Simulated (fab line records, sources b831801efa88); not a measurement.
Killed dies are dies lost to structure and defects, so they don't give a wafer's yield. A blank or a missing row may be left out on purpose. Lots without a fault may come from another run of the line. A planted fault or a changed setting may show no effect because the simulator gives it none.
Which tool did it? | flow gf180mcu | 13 lots, 39 wafers sampled, at 6 steps of a route of 602

WHAT THE GAUGES READ, wafer by wafer
GF_POLY_GATE_OVL_MEAS_11.
lot  | measured     | on         | POLY_GATE_OVL (nm)
L295 | day 9 12:49  | overlay-01 | 0 0 7
L296 | day 9 21:59  | overlay-01 | 2 9 2
L299 | day 10 16:20 | overlay-01 | -12 -10 -12
L300 | day 11 00:14 | overlay-01 | -5 -6 -7
L301 | day 11 09:59 | overlay-01 | -8 -10 -9
L303 | day 11 21:46 | overlay-01 | -7 0 -7
L304 | day 12 04:23 | overlay-01 | -7 -14 -15
L305 | day 12 16:58 | overlay-01 | -5 -7 -2
L306 | day 12 19:37 | overlay-01 | -7 -9 -10
L314 | day 15 00:46 | overlay-01 | -5 -8 -7
L315 | day 15 15:43 | overlay-02 | 1 1 -7
L316 | day 15 19:44 | overlay-01 | 2 -1 -2
L317 | day 16 02:55 | overlay-02 | -7 -7 -7

GF_HV_LDD_TW_MEAS_11.
lot  | measured     | on            | HV_LDD_TW
L295 | day 10 09:34 | film_metro-02 | 2408 2402 2410
L296 | day 10 19:31 | film_metro-02 | 2408 2418 2399
L299 | day 11 12:59 | film_metro-04 | 2374 2378 2363
L300 | day 11 21:46 | film_metro-01 | 2407 2413 2416
L301 | day 12 06:59 | film_metro-02 | 2395 2401 2390
L303 | day 12 19:37 | film_metro-04 | 2354 2365 2370
L304 | day 13 02:20 | film_metro-01 | 2409 2409 2416
L305 | day 13 16:04 | film_metro-04 | 2355 2350 2351
L306 | day 13 17:59 | film_metro-02 | 2402 2411 2410
L314 | day 16 00:19 | film_metro-04 | 2393 2377 2382
L315 | day 16 15:40 | film_metro-04 | 2324 2317 2312
L316 | day 16 20:01 | film_metro-01 | 2338 2362 2346
L317 | day 17 03:37 | film_metro-04 | 2296 2283 2292

GF_HV_LDD_CD_MEAS_19: target cd 400 nm.
lot  | measured     | on        | cd_nm (nm)
L295 | day 11 03:46 | cd_sem-02 | 398.3 403.0 398.2
L296 | day 11 14:12 | cd_sem-02 | 398.7 398.5 399.4
L299 | day 12 08:17 | cd_sem-01 | 399.5 403.2 399.9
L300 | day 12 17:04 | cd_sem-01 | 396.2 395.4 397.4
L301 | day 13 02:36 | cd_sem-02 | 400.7 398.8 400.7
L303 | day 13 15:36 | cd_sem-01 | 402.0 400.9 400.6
L304 | day 13 21:58 | cd_sem-01 | 399.1 400.3 399.0
L305 | day 14 12:30 | cd_sem-02 | 396.0 395.2 395.4
L306 | day 14 14:35 | cd_sem-01 | 402.5 401.2 402.2
L314 | day 16 23:11 | cd_sem-01 | 400.0 399.9 398.5
L315 | day 17 14:19 | cd_sem-01 | 400.4 400.2 404.3
L316 | day 17 19:38 | cd_sem-01 | 403.7 403.5 406.2
L317 | day 18 02:40 | cd_sem-02 | 396.9 398.2 397.2

GF_HV_LDD_RS_MEAS_53: measures by four-point-probe.
lot  | measured     | on            | HV_LDD_RS (ohm/sq)
L295 | day 12 20:05 | film_metro-01 | 419.1 419.4 419.2
L296 | day 13 06:29 | film_metro-04 | 419.7 418.3 419.3
L299 | day 14 01:29 | film_metro-02 | 419.6 418.6 419.3
L300 | day 14 10:58 | film_metro-01 | 419.9 418.6 417.7
L301 | day 14 20:46 | film_metro-04 | 418.4 418.4 419.2
L303 | day 15 10:08 | film_metro-04 | 418.2 418.4 419.0
L304 | day 15 17:31 | film_metro-02 | 420.1 419.3 419.9
L305 | day 16 08:11 | film_metro-04 | 419.9 420.4 419.7
L306 | day 16 11:43 | film_metro-01 | 419.0 419.7 420.5
L314 | day 18 23:51 | film_metro-01 | 419.3 420.1 420.7
L315 | day 19 16:03 | film_metro-01 | 439.2 438.4 438.5
L316 | day 19 22:10 | film_metro-01 | 438.9 439.2 438.4
L317 | day 20 05:20 | film_metro-04 | 438.8 439.7 438.1

WHICH TOOL RAN EACH LOT (tool, then ch and the chambers of the sampled wafers, then the start)
lot  | GF_VT_IMPLANT_RTA_45             | GF_HV_LDD_IMPLANT_09
L295 | rtp_anneal-01 ch 0, day 7 20:12  | implanter-03 ch 0, day 10 09:19
L296 | rtp_anneal-01 ch 0, day 8 08:07  | implanter-03 ch 0, day 10 19:16
L299 | rtp_anneal-02 ch 0, day 8 22:20  | implanter-03 ch 0, day 11 12:46
L300 | rtp_anneal-01 ch 0, day 9 05:13  | implanter-03 ch 0, day 11 21:32
L301 | rtp_anneal-02 ch 0, day 9 17:20  | implanter-03 ch 0, day 12 06:46
L303 | rtp_anneal-01 ch 0, day 10 02:36 | implanter-03 ch 0, day 12 19:22
L304 | rtp_anneal-02 ch 0, day 10 09:07 | implanter-04 ch 0, day 13 02:05
L305 | rtp_anneal-01 ch 0, day 10 20:12 | implanter-02 ch 0, day 13 15:49
L306 | rtp_anneal-01 ch 0, day 10 23:42 | implanter-02 ch 0, day 13 17:43
L314 | rtp_anneal-01 ch 0, day 13 01:04 | implanter-04 ch 0, day 16 00:05
L315 | rtp_anneal-02 ch 0, day 13 14:26 | implanter-03 ch 0, day 16 15:26
L316 | rtp_anneal-02 ch 0, day 13 20:44 | implanter-03 ch 0, day 16 19:48
L317 | rtp_anneal-01 ch 0, day 13 23:36 | implanter-03 ch 0, day 17 03:22
- GF_VT_IMPLANT_RTA_45: time 30 s.
- GF_HV_LDD_IMPLANT_09

WHAT THE TOOLS THEMSELVES READ (means of the sampled wafers that have a number; where no wafer has one, the mark that the record gives instead)
GF_VT_IMPLANT_RTA_45.
lot  | tool          | lamp_power_pct (%) | wafer_temp_C_max
L295 | rtp_anneal-01 | 30                 | 1056.6
L296 | rtp_anneal-01 | 30                 | 1056.5
L299 | rtp_anneal-02 | 37                 | 1055.6
L300 | rtp_anneal-01 | 30                 | 1055.2
L301 | rtp_anneal-02 | 37                 | 1055.2
L303 | rtp_anneal-01 | 30                 | 1056.2
L304 | rtp_anneal-02 | 37                 | 1055.9
L305 | rtp_anneal-01 | 30                 | 1055.5
L306 | rtp_anneal-01 | 30                 | 1056.0
L314 | rtp_anneal-01 | 30                 | 1054.3
L315 | rtp_anneal-02 | 37                 | 1053.8
L316 | rtp_anneal-02 | 37                 | 1055.4
L317 | rtp_anneal-01 | 30                 | 1056.1

GF_HV_LDD_IMPLANT_09.
lot  | tool         | beam_energy_keV | dose_ions_cm2 | faraday_current_uA
L295 | implanter-03 | 40.002          | 1.0001e+14    | 560
L296 | implanter-03 | 40.006          | 1.0002e+14    | 577
L299 | implanter-03 | 39.999          | 1.0002e+14    | 566
L300 | implanter-03 | 39.996          | 1.0005e+14    | 569
L301 | implanter-03 | 39.993          | 1.0008e+14    | 567
L303 | implanter-03 | 40.006          | 1.0009e+14    | 568
L304 | implanter-04 | 40.009          | 9.9957e+13    | 561
L305 | implanter-02 | 40.005          | 1.0000e+14    | 564
L306 | implanter-02 | 40.008          | 1.0005e+14    | 567
L314 | implanter-04 | 40.001          | 1.0006e+14    | 560
L315 | implanter-03 | 39.994          | 8.9767e+13    | 510
L316 | implanter-03 | 40.011          | 8.9833e+13    | 507
L317 | implanter-03 | 39.998          | 8.9697e+13    | 505

THE ANSWER, worked out from the rows above alone
Rule: what is usual is taken from the lots themselves. Put in order of their means at a reading, lots are off if they are a third of the lots or fewer, leave a main group of 4 or more, and stand apart from it by a gap of 3 or more times the standard deviation of the main group's means; of several such gaps the widest counts. A main group whose means are all the same, to the digits that the tables above print for the reading, isn't used. A lot without any number at a reading at which 4 lots or more have one is off too. The other lots that the step has rows for count as sound. The gauges are gone through in route order, then the tools' own readings, and for those a lot's mean is taken as printed above. The first step at which some lot is off is used, and at that step the reading that is off furthest; a lot without a number counts as furthest.
Off: L315, L316, L317, at GF_HV_LDD_RS_MEAS_53 (HV_LDD_RS). The main group: mean 419.3 ohm/sq, standard deviation 0.53.
A tool fits if, at a process step before that reading, it ran every lot that is off, and no sound lot after the first of them. The gauges at GF_HV_LDD_RS_MEAS_53 aren't tried: what is off there is off at GF_HV_LDD_IMPLANT_09 too, on other tools, and a gauge's error can't cause that. One fits: implanter-03 at GF_HV_LDD_IMPLANT_09. Its last sound lot is L303 (day 12 19:22), its first lot that is off L315 (day 16 15:26): a fault that began between those two fits.
The tool's own readings at GF_HV_LDD_IMPLANT_09 bear it out: on the lots that are off they differ by more than 5 times the standard deviation of the sound lots' means. dose_ions_cm2 reads 8.9766e+13 there against 1.0003e+14 on the sound lots; faraday_current_uA reads 507 there against 566 on the sound lots.

WHAT THE SIMULATOR HAD PUT IN
Process parameter drift: implanter-03, from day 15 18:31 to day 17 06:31, at GF_HV_LDD_IMPLANT_09. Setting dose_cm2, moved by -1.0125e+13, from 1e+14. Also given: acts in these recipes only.
Lots struck among those shown: L315, L316, L317. The rule above found the same.
